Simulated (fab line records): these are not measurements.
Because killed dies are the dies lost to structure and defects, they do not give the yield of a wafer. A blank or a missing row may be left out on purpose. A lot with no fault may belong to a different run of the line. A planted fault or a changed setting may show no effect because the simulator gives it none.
A struck lot beside a sound one + flow sky130 + 15 out of 708 route steps
Sound: the wafers L105.1, L105.4, L105.5. Struck: wafer L125.6 (left out: L125.4, L125.5 of the same lot, which were not struck); the cause appears at the end.
Order at every step that has rows: each side's tool, ch and its chambers, its first start. Under that, the readings that differ: sound wafers + struck wafers + difference of the means + sigmas: that difference in standard deviations of wafers without a fault.
alike: a reading whose means differ by less than 2 such deviations, as well as words and numbers matching on both sides. not compared: withheld readings; readings where some wafer has no value; bounds like >300 that might hide an equal value; numbers whose values overlap and for which the record gives no deviation.
Wherever a step has rows on one side only, a row that says differs or no value, or a row with sigmas, the two part there. Numbers that don't overlap but have no deviation are shown without sigmas and don't part them. A reading that every wafer of one side lacks parts them only if that side has two wafers or more.

first, 4 steps without rows for these wafers: SKY_CONTACT_STRIP_19 (strips in O2/N2); SKY_CONTACT_STRIP_20 (strips in post etch residue remover, time 1200 s); SKY_CONTACT_CLEAN_21 (cleans in IPA, time 180 s); SKY_CONTACT_CLEAN_22 (cleans in O3/DIW).
SKY_CONTACT_SPUTTER_23: material TiN, target thk 20 nm, time 80 s.
  sound: pvd_sputter-02 at day 31 13:31; struck: pvd_sputter-02 at day 38 01:57
  alike: cathode_dc_power_W, throttle_valve_pct
SKY_CONTACT_CVD_24: deposits W, target thk 340 nm, time 102.12 s.
  sound on cvd_w-01 ch 0,1, day 31 13:34; struck on cvd_w-01 ch 0, day 38 02:03
  alike: heater_power_w, susceptor_temp_C
SKY_CONTACT_RS_MEAS_25: the measuring method here is four-point-probe.
  sound: film_metro-01 at day 31 13:41; struck: film_metro-03 at day 38 02:11
  alike: CONTACT_W_RS
SKY_CONTACT_THK_MEAS_26: measures by xrf.
  sound: film_metro-01 at day 31 13:48; struck: film_metro-03 at day 38 02:16
  alike: CONTACT_W_THK
then, 1 step without rows for these wafers: SKY_CONTACT_CMP_27 (polishes, stops on SiO2, t overpolish 15 s, target thk 0 nm).
SKY_METAL1_SPUTTER_00: material Ti, target thk 15 nm, time 10 s.
  sound: pvd_sputter-03 at day 31 14:10; struck: pvd_sputter-01 at day 38 02:36
  alike: cathode_dc_power_W, throttle_valve_pct
then, 1 step without rows for these wafers: SKY_METAL1_SPUTTER_01 (material TiN, target thk 20 nm, time 16.7 s).
SKY_METAL1_SPUTTER_02: material AlCu, target thk 250 nm, time 13.3 s.
  sound: pvd_sputter-03 at day 31 14:13; struck: pvd_sputter-01 at day 38 02:39
  alike: cathode_dc_power_W, throttle_valve_pct
SKY_METAL1_SPUTTER_03: material Ti, target thk 5 nm, time 3.3 s.
  sound: pvd_sputter-03 at day 31 14:14; struck: pvd_sputter-01 at day 38 02:40
| reading                | sound                | struck | difference | sigmas      |
|------------------------|----------------------|--------|------------|-------------|
| cathode_dc_power_W (W) | 3000.5 2999.9 3000.5 | 3074.6 | +74.3      | +99 or more |
  alike: throttle_valve_pct
SKY_METAL1_SPUTTER_04: material TiN, target thk 70 nm, time 61.03 s.
  sound: pvd_sputter-03 at day 31 14:15; struck: pvd_sputter-01 at day 38 02:41
  alike: cathode_dc_power_W, throttle_valve_pct
-- the record jumps here: 12 days lie between the struck wafers' starts before and after (it left off in module METAL1 and takes up again in module PAD_OPEN, whose first step shown is number 708 of the route) --
SKY_PAD_OPEN_PROBE_99:
  sound: prober-01 at day 45 15:36; struck: prober-02 at day 50 10:10
| reading               | sound        | struck | difference | sigmas |
|-----------------------|--------------|--------|------------|--------|
| killed_at_front_end   | 21 26 15     | 7      | -14        | -3     |
| sort_bin_6_memory (%) | 10.4 7.1 6.3 | 5.5    | -2.4       | -2     |
  alike: defect_limited_yield, killed_at_M0_to_M3, killed_at_M4_up, killed_at_contacts, killed_at_other, killed_dies, killed_open, killed_short, sort_bin_3_pad_short, sort_bin_5_function, sort_n_pass, sort_yield_pct

## WHERE THEY PART
At SKY_METAL1_SPUTTER_03 first; at SKY_PAD_OPEN_PROBE_99 last (within this record only).

WHY: what had been put in by the simulator
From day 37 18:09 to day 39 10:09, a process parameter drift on pvd_sputter-01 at SKY_METAL1_SPUTTER_03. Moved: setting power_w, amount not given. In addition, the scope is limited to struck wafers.
